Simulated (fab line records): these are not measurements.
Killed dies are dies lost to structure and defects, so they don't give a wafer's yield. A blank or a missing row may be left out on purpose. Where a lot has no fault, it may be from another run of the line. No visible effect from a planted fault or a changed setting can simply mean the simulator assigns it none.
A single fault, viewed from 2 desks | flow sky130 | only its own numbers are on each desk; what lay behind them is given at the end

FROM THE METROLOGY DESK
Means of the sampled wafers that have a number, per lot and without regard to the tool the lot ran on: this is what the gauges read. A lot is out of limits, marked OUT, if its mean lies more than 4 standard deviations from the usual mean; the brackets give that distance.
Columns: A = SD_N_TW at SKY_SD_N_TW_MEAS_12, usual 3992; B = SD_N_RS at SKY_SD_N_RS_MEAS_16, usual 68.56 ohm/sq
lot  | first seen here | A              | B
L403 | day 28 03:26    | 3983           | 68.60
L406 | day 29 07:07    | 3990           | 68.43
L408 | day 29 17:43    | 3998           | 68.70
L407 | day 29 19:26    | 3945           | 68.73
L409 | day 29 20:28    | 4005           | 68.55
L412 | day 31 06:52    | 3993           | 68.63
L413 | day 31 08:03    | 4347 (+20) OUT | 57.89 (-82) OUT
L416 | day 32 02:05    | 4326 (+19) OUT | 57.88 (-82) OUT
L418 | day 32 22:52    | 4003           | 68.71
L419 | day 33 04:08    | 3991           | 68.47
L422 | day 34 05:34    | 3994           | 68.85
L423 | day 34 11:10    | 3975           | 68.48
L424 | day 34 18:35    | 3975           | 68.68
Finding of this desk: L413, L416 out of limits, first seen on L413 at day 31 08:03 (SD_N_TW at SKY_SD_N_TW_MEAS_12). L403, L406, L408, L407, L409, L412, L418, L419, L422, L423, L424 stayed within limits.

TOOL OWNER'S DESK, implanter-04
SKY_SD_N_IMPLANT_09, tool's own readings: per-lot mean of the sampled wafers with a number, covering each lot this tool ran. A lot is out of limits, marked OUT, if its mean lies more than 4 standard deviations from the usual mean; the brackets give that distance.
Columns: A = beam energy keV at SKY_SD_N_IMPLANT_09, usual 50.000; B = end station pressure torr at SKY_SD_N_IMPLANT_09, usual 1.31e-05 Torr; C = faraday current uA at SKY_SD_N_IMPLANT_09, usual 11974
lot  | first seen here | A                        | B        | C
L403 | day 28 03:02    | 49.992                   | 1.31e-05 | 11519
L406 | day 29 06:44    | 50.009                   | 1.24e-05 | 11502
L413 | day 31 07:39    | 68.324 (+99 or more) OUT | 1.20e-05 | 11409
L416 | day 32 01:41    | 68.329 (+99 or more) OUT | 1.29e-05 | 11470
L422 | day 34 05:10    | 50.010                   | 1.27e-05 | 11612
L424 | day 34 18:12    | 49.995                   | 1.19e-05 | 11591
This desk's finding: out of limits on L413, L416; first on L413, day 31 07:39 (beam energy keV at SKY_SD_N_IMPLANT_09). L403, L406, L422, L424 stayed within limits.

BROUGHT TOGETHER
The tool owner's desk could have raised an alarm at day 31 07:39, on L413, L416.
On L413, L416, the metrology desk was in a position to raise an alarm at day 31 08:03.
All the named lots went through SKY_SD_N_IMPLANT_09 on implanter-04.

WHAT THE SIMULATOR PUT IN
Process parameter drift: implanter-04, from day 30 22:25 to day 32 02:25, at SKY_SD_N_IMPLANT_09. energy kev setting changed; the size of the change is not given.
Shown lots that were struck: L413, L416.
Fault start to first reading out of limits, in hours, per desk: tool owner, 9; metrology, 10.
